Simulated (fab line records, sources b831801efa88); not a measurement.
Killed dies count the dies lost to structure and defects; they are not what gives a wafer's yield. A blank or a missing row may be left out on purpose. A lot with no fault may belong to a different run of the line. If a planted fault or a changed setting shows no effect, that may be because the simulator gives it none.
Struck lot and sound lot, side by side + flow sky130 + 42 out of 708 route steps
Sound: wafers L233.1, L233.2, L233.5. The struck wafers were L247.2, L247.3, L247.6. The cause is given at the end.
Each step with rows lists, per side, the tool, then ch with its chambers, then its first start. Under that, the readings that differ: sound wafers + struck wafers + difference of the means + sigmas: that difference in standard deviations of wafers without a fault.
alike: a reading whose means differ by less than 2 such deviations, as well as words and numbers matching on both sides. not compared: withheld readings; readings where some wafer has no value; bounds like >300 that might hide an equal value; numbers whose values overlap and for which the record gives no deviation.
A row with sigmas, a row that says differs or no value, or rows on one side alone: a step with any of these is where the two part. Numbers that don't overlap but have no deviation are shown without sigmas and don't part them. A reading that every wafer of one side lacks parts them only if that side has two wafers or more.

first, 5 steps without rows for these wafers: SKY_GATE_OXIDE_COAT_05 (resist thk 1140 nm); SKY_GATE_OXIDE_SOFTBAKE_06 (time 60 s); SKY_GATE_OXIDE_EXPOSE_07 (exposes mask LVOM, target cd 600 nm); SKY_GATE_OXIDE_PEB_08; SKY_GATE_OXIDE_DEVELOP_09 (develop time 60 s).
SKY_GATE_OXIDE_OVL_MEAS_10:
  sound: overlay-02 at day 14 07:53; struck: overlay-01 at day 19 08:07
  alike: GATE_OXIDE_OVL
then, 2 steps without rows for these wafers: SKY_GATE_OXIDE_IMPLANT_11; SKY_GATE_OXIDE_WET_ETCH_12 (etches SiO2 in dHF, target depth 16.8 nm, time 336 s).
SKY_GATE_OXIDE_STRIP_13: strips in O2/N2.
  sound on plasma-asher-02 ch 0,1, day 14 08:10; struck on plasma-asher-03 ch 0,1, day 19 08:23
| reading                     | sound       | struck      | difference | sigmas |
|-----------------------------|-------------|-------------|------------|--------|
| drypump-motor-current-A (A) | 5.0 5.5 5.5 | 6.5 6.5 5.8 | +0.9       | +2     |
  alike: o2-flow-sccm, oes-product-au, strip-time-to-endpoint-s
  not compared: rf-hours-counter-h
SKY_GATE_OXIDE_TW_MEAS_14:
  sound: film-metro-04 at day 14 08:16; struck: film-metro-02 at day 19 08:30
  alike: GATE_OXIDE_TW
then, 2 steps without rows for these wafers: SKY_GATE_OXIDE_CLEAN_15 (cleans in SC1/SC2, time 150 s); SKY_GATE_OXIDE_OXIDATION_16 (stabilise 600 s, purge 300 s, target thk 3.57 nm).
SKY_POLY_GATE_CVD_00: deposits poly-Si, target thk 180 nm, time 720 s.
  sound on lpcvd-01 ch 0, day 14 11:10; struck on lpcvd-01 ch 1, day 19 10:28
| reading                                       | sound             | struck            | difference | sigmas |
|-----------------------------------------------|-------------------|-------------------|------------|--------|
| model.poly-Si_of_POLY_GATE_CVD_00.thk-nm (nm) | 181.1 180.8 181.9 | 237.6 238.5 238.6 | +57.0      |        |
SKY_POLY_GATE_THK_MEAS_01:
  sound: film-metro-03 at day 14 12:22; struck: film-metro-03 at day 19 12:04
| reading                   | sound             | struck            | difference | sigmas |
|---------------------------|-------------------|-------------------|------------|--------|
| POLY_GATE_CVD_00_THK (nm) | 180.9 180.9 181.8 | 237.5 238.5 238.7 | +57.0      | +41    |
  not compared: hold
then, 2 steps without rows for these wafers: SKY_RES_PROTECT_HMDS_01 (prime time 60 s); SKY_RES_PROTECT_COAT_02 (resist thk 1140 nm).
SKY_RES_PROTECT_SOFTBAKE_03: time 62.21 s.
  sound on litho-track-01 ch 0, day 15 00:13; struck on litho-track-02 ch 0, day 20 03:48
  alike: plate-sensor-t-centre-C, plate-sensor-t-edge-C
then, 5 steps without rows for these wafers: SKY_RES_PROTECT_EXPOSE_04 (exposes mask RPM, target cd 1270 nm); SKY_RES_PROTECT_PEB_05; SKY_RES_PROTECT_DEVELOP_06 (develop time 60 s); SKY_POLY_GATE_IMPLANT_02; SKY_RES_PROTECT_STRIP_07 (strips in O2/N2).
SKY_RES_PROTECT_TW_MEAS_08:
  sound: film-metro-03 at day 15 13:49; struck: film-metro-01 at day 20 17:46
| reading      | sound          | struck         | difference | sigmas |
|--------------|----------------|----------------|------------|--------|
| POLY_GATE_TW | 4065 4053 4074 | 3961 3955 3961 | -105       | -3     |
then, 2 steps without rows for these wafers: SKY_RES_PROTECT_CLEAN_09 (cleans in SC1/SC2, time 150 s); SKY_POLY_GATE_CVD_03 (deposits Si3N4 from DCS/NH3, target thk 75 nm, time 1290 s).
SKY_POLY_GATE_THK_MEAS_04:
  sound: film-metro-01 at day 15 16:05; struck: film-metro-03 at day 20 20:08
  alike: POLY_GATE_CVD_03_THK
then, 8 steps without rows for these wafers: SKY_POLY_GATE_DEHYDRATE_05 (time 60 s); SKY_POLY_GATE_HMDS_06 (prime time 60 s); SKY_POLY_GATE_COAT_07 (resist thk 110 nm); SKY_POLY_GATE_COAT_08 (resist thk 450 nm); SKY_POLY_GATE_SOFTBAKE_09 (time 90 s); SKY_POLY_GATE_EXPOSE_10 (exposes mask P1M, target cd 150 nm); SKY_POLY_GATE_PEB_11; SKY_POLY_GATE_DEVELOP_12 (develop time 60 s).
SKY_POLY_GATE_CD_MEAS_13: the cd target is 150 nm.
  sound: cd-sem-01 at day 16 18:37; struck: cd-sem-01 at day 22 03:23
  alike: cd-nm
SKY_POLY_GATE_OVL_MEAS_14:
  sound: overlay-01 at day 16 18:44; struck: overlay-01 at day 22 03:29
  alike: POLY_GATE_OVL
SKY_POLY_GATE_ETCH_15: etches BARC in N2/H2, stops on SiO2, time 118.5 s, target depth 110 nm.
  sound on rie-diel-03 ch 0,2, day 16 18:46; struck on rie-diel-03 ch 0,3, day 22 03:31
  alike: drypump-motor-current-A, oes-product-au, throttle-valve-pct
  not compared: rf-hours-counter-h
SKY_POLY_GATE_ETCH_16: etches Si3N4 in CH3F/O2, stops on poly-Si, time 147.5 s, target depth 75 nm.
  sound on rie-diel-03 ch 0,2, day 16 18:51; struck on rie-diel-03 ch 0,3, day 22 03:35
  alike: drypump-motor-current-A, oes-product-au, throttle-valve-pct
  not compared: rf-hours-counter-h
SKY_POLY_GATE_ETCH_17: etches poly-Si in HBr/Cl2, stops on SiO2, target depth 180 nm, time 70.5 s.
  sound on rie-si-02 ch 2,3, day 16 18:56; struck on rie-si-02 ch 0,1,2, day 22 03:41
| reading               | sound             | struck            | difference | sigmas |
|-----------------------|-------------------|-------------------|------------|--------|
| oes-product-au (a.u.) | 0.983 0.989 0.989 | 1.010 1.017 1.000 | +0.022     | +3     |
  alike: drypump-motor-current-A, he-backside-leak-sccm, throttle-valve-pct
  not compared: rf-hours-counter-h, model.etch.depth-nm, model.POLY_GATE.feature-depth-nm
SKY_POLY_GATE_STRIP_18: strips in O2/N2.
  sound on plasma-asher-02 ch 0,1, day 16 19:00; struck on plasma-asher-02 ch 0,1, day 22 03:45
  alike: drypump-motor-current-A, o2-flow-sccm, oes-product-au, strip-time-to-endpoint-s
  not compared: rf-hours-counter-h
then, 1 step without rows for these wafers: SKY_POLY_GATE_CLEAN_19 (cleans in SC1/SC2, time 150 s).
-- record jumps: 8 days separate the struck wafers' starts on either side; left off in module POLY_GATE, taken up again in module POLY_CUT, whose first shown step is the route's number 318 --
SKY_POLY_CUT_ETCH_11: etches Si3N4 in CF4/CH2F2/Ar, stops on poly-Si, time 42.5 s, target depth 60 nm.
  sound on rie-diel-04 ch 0,2, day 24 10:13; struck on rie-diel-03 ch 0,1,3, day 29 17:16
| reading                                       | sound           | struck            | difference | sigmas |
|-----------------------------------------------|-----------------|-------------------|------------|--------|
| model.poly-Si_of_POLY_GATE_CVD_00.thk-nm (nm) | 180.2 180 181.1 | 236.7 237.6 237.8 | +56.9      |        |
  alike: drypump-motor-current-A, oes-product-au, throttle-valve-pct
  not compared: rf-hours-counter-h

## WHERE THEY PART
Last at SKY_POLY_GATE_ETCH_17 as far as this record goes, first at SKY_GATE_OXIDE_STRIP_13. Later steps at which nothing parts them and some readings are alike: SKY_POLY_GATE_STRIP_18, SKY_POLY_CUT_ETCH_11.

WHY: what the simulator had put in
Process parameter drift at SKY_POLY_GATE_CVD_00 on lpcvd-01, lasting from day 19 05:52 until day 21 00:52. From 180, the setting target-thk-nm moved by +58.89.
